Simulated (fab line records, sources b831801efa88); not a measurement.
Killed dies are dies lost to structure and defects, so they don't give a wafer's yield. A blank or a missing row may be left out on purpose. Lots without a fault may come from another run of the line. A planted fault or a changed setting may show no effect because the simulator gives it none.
fab line records | flow sfq_line
record lots=13 wafers=39 last_day=85
route steps=325 shown R5@217
lots that met no fault: from a run of the same line without faults
start_h: hours from the record's first day to the start of the lot's first wafer shown | wait_h: hours since the lot's step before | " the same as in the row above | L1.1+2: a row that stands for several wafers | - no value, or no start given | * or withheld: withheld | < > ~ a bound
route shown NAME@n: a module of which the file shows steps, and the number in the route of the first | usual: mean/standard deviation of fault-free wafers | same: alike in all rows | chamber/n: place in a boat | sites: the reading at each site | _std_site: their standard deviation | _edge_site: outer sites' mean less inner sites' | radius_mm: how far each site lies from the wafer's centre | mask NAME#n: copy n | behind: the tool/chamber that last shaped the wafer | hold: why the lot was held/for how many hours/how that ended | device: the transistor (n, p or np) that didn't switch | end of line: the same wafers' tests at the end of the route | a step without rows: its recipe alone | killed: dies lost to structure and defects at the first sort, not the wafer's yield | map: a wafer's dies, x killed, . not, _ none there
set.NAME: the setting as run; set.NAME@STEP: as run at that earlier step | model.NAME: the simulator's own value behind a step, which no gauge read
steps of the route over a sample of lots; a table a step, a row a wafer
services: from which hour (start_h, from the record's first day; less than 0 if before it) a tool's chamber was out of use, for how many hours, and why
## steps
# step SFQ_TRILAYER_R5_LITHO_COAT_141
# recipe resist=BARC spin_rpm=3000 resist_thk_nm=62
# columns lot.wafer tool chamber start_h wait_h
L619.2+3+4 litho_track-03 0 1221.81 0.1
L620.3+5+6 litho_track-03 0 1223.58 0.1
L621.2+3+5 litho_track-02 0 1227.81 0.1
L622.2+4+6 litho_track-02 0 1382.44 0.1
L623.4+5+6 litho_track-03 0 1383.98 0.2
L624.2+3+6 litho_track-03 0 1387.24 0.1
L625.1+2+5 litho_track-03 0 1390.79 0.1
L628.3+4+5 litho_track-04 0 1404.27 0.1
L633.1+4+6 litho_track-04 0 1423.32 0.1
L635.2+4+5 litho_track-02 0 1429.37 0.1
L637.1+2+6 litho_track-02 0 1444.04 0.1
L638.2+3+6 litho_track-02 0 1452.75 0.1
L641.1+5+6 litho_track-02 0 1464.49 0.1
# step SFQ_TRILAYER_R5_BARC_OPEN_METAL_ETCH_177
# recipe mask_material=PR chemistry=O2 target_depth_nm=125 target=BARC icp_w=600 bias_w=80 pressure_mtorr=10 time_s=41.7
# usual drypump_motor_current_A=5.9/0.45 oes_product_au=0.685/0.0048
# columns lot.wafer tool chamber start_h wait_h drypump_motor_current_A oes_product_au rf_hours_counter_h
L619.2 rie_metal-02 1 1351.93 0.0 5.4 0.687 4
L619.3 " 1 " " 5.4 0.689 -
L619.4 " 0 " " 6.7 0.680 -
L620.3 rie_metal-01 1 1353.15 0.0 6.1 0.691 -
L620.5 " 1 " " 6.1 0.694 -
L620.6 " 0 " " 5.9 0.688 -
L621.2 rie_metal-02 0 1357.60 0.0 6.7 0.686 11
L621.3 " 0 " " 6.7 0.688 -
L621.5 " 1 " " 5.4 0.691 -
L622.2 rie_metal-02 1 1499.78 0.0 5.4 0.692 22
L622.4 " 0 " " 6.7 0.680 -
L622.6 " 1 " " 5.4 0.683 -
L623.4 rie_metal-04 1 1501.00 0.0 5.5 0.687 -
L623.5 " 0 " " 5.8 0.684 -
L623.6 " 1 " " 5.5 0.688 -
L624.2 rie_metal-01 0 1503.38 0.0 5.9 0.681 31
L624.3 " 0 " " 5.9 0.679 -
L624.6 " 1 " " 6.2 0.685 -
L625.1 rie_metal-04 1 1505.78 0.0 5.5 0.704 127
L625.2 " 0 " " 5.8 0.696 9
L625.5 " 1 " " 5.5 0.709 -
L628.3 rie_metal-01 1 1516.60 0.0 6.2 0.680 -
L628.4 " 0 " " 6.0 0.689 -
L628.5 " 1 " " 6.2 0.689 -
L633.1 rie_metal-01 1 1535.91 0.0 6.2 0.679 95
L633.4 " 0 " " 5.9 0.689 -
L633.6 " 0 " " 5.9 0.685 -
L635.2 rie_metal-02 1 1539.51 0.0 5.4 0.680 26
L635.4 " 1 " " 5.4 0.682 -
L635.5 " 1 " " 5.4 0.677 -
L637.1 rie_metal-02 0 1553.91 0.0 6.7 0.681 35
L637.2 " 1 " " 5.4 0.689 28
L637.6 " 0 " " 6.7 0.685 -
L638.2 rie_metal-04 1 1558.71 0.0 5.5 0.686 133
L638.3 " 1 " " 5.5 0.693 -
L638.6 " 0 " " 5.8 0.692 -
L641.1 rie_metal-02 1 1564.71 0.0 5.4 0.679 29
L641.5 " 0 " " 6.7 0.691 -
L641.6 " 1 " " 5.4 0.689 -
## services
# columns tool chamber start_h hours kind
rie_metal-04 - 1200.38 0.2 repair
rie_metal-02 0 1278.98 - clean
rie_metal-02 0 1278.98 - consumable_replace:focus_ring
rie_metal-02 0 1278.98 22.2 scheduled_down
rie_metal-02 0 1278.98 22.2 vent_cycle
rie_metal-01 0 1282.30 - clean
rie_metal-01 0 1282.30 - consumable_replace:focus_ring
rie_metal-01 0 1282.30 15.2 scheduled_down
rie_metal-01 0 1282.30 15.2 vent_cycle
rie_metal-02 1 1315.62 - clean
rie_metal-02 1 1315.62 - consumable_replace:focus_ring
rie_metal-02 1 1315.62 16.8 scheduled_down
rie_metal-02 1 1315.62 16.8 vent_cycle
rie_metal-01 - 1318.85 0.6 repair
rie_metal-04 - 1351.83 2.8 pm
rie_metal-02 - 1353.59 0.8 repair
rie_metal-04 0 1435.22 - clean
rie_metal-04 0 1435.22 - consumable_replace:focus_ring
rie_metal-04 0 1435.22 15.7 scheduled_down
rie_metal-04 0 1435.22 15.7 vent_cycle
rie_metal-02 - 1463.49 0.9 repair
rie_metal-02 0 1513.99 2.1 repair
## key
first_sign step=SFQ_TRILAYER_R5_BARC_OPEN_METAL_ETCH_177 reading=oes_product_au direction=up sigmas=3.8 usual=0.685 struck=0.703
effect none on later readings
met_at SFQ_TRILAYER_R5_LITHO_COAT_141
struck_lots L625
onset_between 1387.24 1390.79
fault kind=process_parameter_drift tool=litho_track-03 chamber=- onset_h=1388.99 steps=SFQ_TRILAYER_R5_LITHO_COAT_141 channel=resist_thk_nm offset=2.0392 shape=step end_h=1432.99 acts_in=these_recipes_only stated=62
